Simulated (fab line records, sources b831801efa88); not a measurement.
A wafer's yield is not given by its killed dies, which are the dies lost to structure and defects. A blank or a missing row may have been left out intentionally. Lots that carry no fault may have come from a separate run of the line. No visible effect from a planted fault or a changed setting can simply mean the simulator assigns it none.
Which tool was responsible? :: flow gf180mcu :: 33 wafers from 11 lots sampled at 6 of the route's 602 steps

## WHAT THE GAUGES READ, wafer by wafer
GF_M1_RS_MEAS_05: measures by four-point-probe.
lot: L294
measured: day 16 00:58
on: film metro-01
M1_ALCU_RS (ohm/sq): 0.0687 0.0695 0.0695

lot: L295
measured: day 16 10:41
on: film metro-04
M1_ALCU_RS (ohm/sq): 0.0698 0.0710 0.0698

lot: L296
measured: day 16 20:14
on: film metro-02
M1_ALCU_RS (ohm/sq): 0.0703 0.0703 0.0705

lot: L297
measured: day 17 06:06
on: film metro-02
M1_ALCU_RS (ohm/sq): 0.0688 0.0689 0.0699

lot: L298
measured: day 17 10:13
on: film metro-01
M1_ALCU_RS (ohm/sq): 0.0696 0.0688 0.0696

lot: L305
measured: day 20 05:44
on: film metro-01
M1_ALCU_RS (ohm/sq): 0.0705 0.0704 0.0705

lot: L307
measured: day 20 23:17
on: film metro-04
M1_ALCU_RS (ohm/sq): 0.0697 0.0694 0.0695

lot: L310
measured: day 22 08:47
on: film metro-04
M1_ALCU_RS (ohm/sq): 0.0686 0.0689 0.0688

lot: L313
measured: day 23 02:22
on: film metro-01
M1_ALCU_RS (ohm/sq): 0.0688 0.0689 0.0693

lot: L314
measured: day 23 11:46
on: film metro-02
M1_ALCU_RS (ohm/sq): 0.0696 0.0702 0.0696

lot: L316
measured: day 24 01:46
on: film metro-02
M1_ALCU_RS (ohm/sq): 0.0697 0.0698 0.0705

GF_M1_OVL_MEAS_15.
lot: L294
measured: day 16 22:48
on: overlay-01
M1_OVL (nm): -6 4 1

lot: L295
measured: day 17 09:08
on: overlay-02
M1_OVL (nm): 8 2 2

lot: L296
measured: day 17 18:56
on: overlay-01
M1_OVL (nm): 3 4 -4

lot: L297
measured: day 18 05:27
on: overlay-01
M1_OVL (nm): 4 1 2

lot: L298
measured: day 18 09:41
on: overlay-01
M1_OVL (nm): 4 0 5

lot: L305
measured: day 21 05:31
on: overlay-02
M1_OVL (nm): 8 16 2

lot: L307
measured: day 21 23:17
on: overlay-01
M1_OVL (nm): 2 -2 0

lot: L310
measured: day 23 08:41
on: overlay-02
M1_OVL (nm): 2 -4 -6

lot: L313
measured: day 24 01:28
on: overlay-02
M1_OVL (nm): -1 3 4

lot: L314
measured: day 24 10:05
on: overlay-01
M1_OVL (nm): 9 4 2

lot: L316
measured: day 24 23:54
on: overlay-02
M1_OVL (nm): 9 2 -3

GF_V1_RS_MEAS_24: measures by four-point-probe.
lot: L294
measured: day 18 01:01
on: film metro-02
V1_W_RS (ohm/sq): 0.333 0.333 0.331

lot: L295
measured: day 18 11:05
on: film metro-04
V1_W_RS (ohm/sq): 0.325 0.336 0.336

lot: L296
measured: day 18 21:13
on: film metro-04
V1_W_RS (ohm/sq): 0.336 0.338 0.331

lot: L297
measured: day 19 07:42
on: film metro-04
V1_W_RS (ohm/sq): 0.334 0.329 0.327

lot: L298
measured: day 19 11:48
on: film metro-03
V1_W_RS (ohm/sq): 0.326 0.324 0.326

lot: L305
measured: day 22 08:25
on: film metro-02
V1_W_RS (ohm/sq): 0.398 0.332 0.395

lot: L307
measured: day 23 01:13
on: film metro-03
V1_W_RS (ohm/sq): 0.397 0.396 0.397

lot: L310
measured: day 24 09:23
on: film metro-04
V1_W_RS (ohm/sq): 0.329 0.330 0.332

lot: L313
measured: day 25 01:46
on: film metro-02
V1_W_RS (ohm/sq): 0.330 0.339 0.329

lot: L314
measured: day 25 10:10
on: film metro-04
V1_W_RS (ohm/sq): 0.335 0.336 0.338

lot: L316
measured: day 25 23:05
on: film metro-02
V1_W_RS (ohm/sq): 0.340 0.334 0.334

GF_V1_THK_MEAS_25: measures by xrf.
lot: L294
measured: day 18 01:08
on: film metro-02
V1_W_THK (nm): 350 348 350

lot: L295
measured: day 18 11:12
on: film metro-04
V1_W_THK (nm): 361 347 349

lot: L296
measured: day 18 21:19
on: film metro-04
V1_W_THK (nm): 349 347 355

lot: L297
measured: day 19 07:48
on: film metro-04
V1_W_THK (nm): 353 362 360

lot: L298
measured: day 19 11:55
on: film metro-03
V1_W_THK (nm): 350 356 352

lot: L305
measured: day 22 08:32
on: film metro-02
V1_W_THK (nm): 299 345 301

lot: L307
measured: day 23 01:20
on: film metro-03
V1_W_THK (nm): 301 304 302

lot: L310
measured: day 24 09:31
on: film metro-04
V1_W_THK (nm): 355 355 352

lot: L313
measured: day 25 01:53
on: film metro-02
V1_W_THK (nm): 350 341 349

lot: L314
measured: day 25 10:17
on: film metro-04
V1_W_THK (nm): 344 344 345

lot: L316
measured: day 25 23:12
on: film metro-02
V1_W_THK (nm): 337 345 346

## WHAT TOOL EACH LOT RAN ON (gives the tool, then ch and the chambers of the sampled wafers, and finally the start)
lot: L294
GF_V1_SPUTTER_21: pvd sputter-04, day 18 00:47
GF_V1_CVD_23: cvd w-01 ch 0,1, day 18 00:53

lot: L295
GF_V1_SPUTTER_21: pvd sputter-03, day 18 10:52
GF_V1_CVD_23: cvd w-02 ch 0,1, day 18 10:58

lot: L296
GF_V1_SPUTTER_21: pvd sputter-02, day 18 20:58
GF_V1_CVD_23: cvd w-01 ch 0,1, day 18 21:06

lot: L297
GF_V1_SPUTTER_21: pvd sputter-03, day 19 07:27
GF_V1_CVD_23: cvd w-02 ch 0,1, day 19 07:35

lot: L298
GF_V1_SPUTTER_21: pvd sputter-03, day 19 11:34
GF_V1_CVD_23: cvd w-02 ch 0, day 19 11:40

lot: L305
GF_V1_SPUTTER_21: pvd sputter-04, day 22 08:13
GF_V1_CVD_23: cvd w-02 ch 0,1, day 22 08:19

lot: L307
GF_V1_SPUTTER_21: pvd sputter-03, day 23 00:53
GF_V1_CVD_23: cvd w-02 ch 0, day 23 00:59

lot: L310
GF_V1_SPUTTER_21: pvd sputter-03, day 24 09:11
GF_V1_CVD_23: cvd w-01 ch 0, day 24 09:17

lot: L313
GF_V1_SPUTTER_21: pvd sputter-04, day 25 01:33
GF_V1_CVD_23: cvd w-01 ch 0,1, day 25 01:39

lot: L314
GF_V1_SPUTTER_21: pvd sputter-04, day 25 09:55
GF_V1_CVD_23: cvd w-01 ch 0,1, day 25 10:03

lot: L316
GF_V1_SPUTTER_21: pvd sputter-04, day 25 22:51
GF_V1_CVD_23: cvd w-01 ch 0,1, day 25 22:57
- GF_V1_SPUTTER_21: material Ti, target thk 15 nm, time 80.02 s.
- GF_V1_CVD_23: deposits W, target thk 350 nm, time 105.05 s.

## AS READ BY THE TOOLS THEMSELVES (means over the sampled wafers that have a number; for cases with no such wafer, the mark the record gives instead)
GF_V1_SPUTTER_21.
lot: L294
tool: pvd sputter-04
substrate temp c (C): 200.04
throttle valve pct (%): 29.7

lot: L295
tool: pvd sputter-03
substrate temp c (C): 199.99
throttle valve pct (%): 29.6

lot: L296
tool: pvd sputter-02
substrate temp c (C): 200.02
throttle valve pct (%): 29.8

lot: L297
tool: pvd sputter-03
substrate temp c (C): 199.88
throttle valve pct (%): 29.8

lot: L298
tool: pvd sputter-03
substrate temp c (C): 200.06
throttle valve pct (%): 30.0

lot: L305
tool: pvd sputter-04
substrate temp c (C): 199.92
throttle valve pct (%): 29.6

lot: L307
tool: pvd sputter-03
substrate temp c (C): 200.03
throttle valve pct (%): 29.4

lot: L310
tool: pvd sputter-03
substrate temp c (C): 200.01
throttle valve pct (%): 30.1

lot: L313
tool: pvd sputter-04
substrate temp c (C): 200.00
throttle valve pct (%): 29.8

lot: L314
tool: pvd sputter-04
substrate temp c (C): 200.14
throttle valve pct (%): 29.7

lot: L316
tool: pvd sputter-04
substrate temp c (C): 199.97
throttle valve pct (%): 29.2

GF_V1_CVD_23.
lot: L294
tool: cvd w-01
heater power w (W): 855

lot: L295
tool: cvd w-02
heater power w (W): 751

lot: L296
tool: cvd w-01
heater power w (W): 802

lot: L297
tool: cvd w-02
heater power w (W): 696

lot: L298
tool: cvd w-02
heater power w (W): 657

lot: L305
tool: cvd w-02
heater power w (W): 705

lot: L307
tool: cvd w-02
heater power w (W): 655

lot: L310
tool: cvd w-01
heater power w (W): 929

lot: L313
tool: cvd w-01
heater power w (W): 861

lot: L314
tool: cvd w-01
heater power w (W): 854

lot: L316
tool: cvd w-01
heater power w (W): 822

## THE ANSWER, worked out from the rows above alone
Rule: the usual values come from the lots themselves. Put in order of their means at a reading, lots are off if they are a third of the lots or fewer, leave a main group of 4 or more, and stand apart from it by a gap of 3 or more times the standard deviation of the main group's means; of several such gaps the widest counts. A main group is skipped when, at the precision printed for the reading in the tables above, its means are all equal. Also off: a lot with no number at a reading for which 4 or more lots have one. Any other lot the step has rows for is counted as sound. Order of review: gauges by route order, followed by the tools' own readings, for which a lot's mean as printed above is used. The first step at which some lot is off is used, and at that step the reading that is off furthest; a lot without a number counts as furthest.
Off: L305, L307, seen at GF_V1_RS_MEAS_24 (V1_W_RS). For the main group the mean is 0.332 ohm/sq and the standard deviation 0.0032.
A tool fits if, at a process step before that reading, it ran every lot that is off, and no sound lot after the first of them. Those tools and the gauges at GF_V1_RS_MEAS_24 are tried in the same way. One candidate fits, namely cvd w-02 at GF_V1_CVD_23. Its last sound lot is L298 (day 19 11:40), its first lot that is off L305 (day 22 08:19): a fault that began between those two fits.

## WHAT THE SIMULATOR HAD PUT IN
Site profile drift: cvd w-02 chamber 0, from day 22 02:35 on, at GF_V1_CVD_23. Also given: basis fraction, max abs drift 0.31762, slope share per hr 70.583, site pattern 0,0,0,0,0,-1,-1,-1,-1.
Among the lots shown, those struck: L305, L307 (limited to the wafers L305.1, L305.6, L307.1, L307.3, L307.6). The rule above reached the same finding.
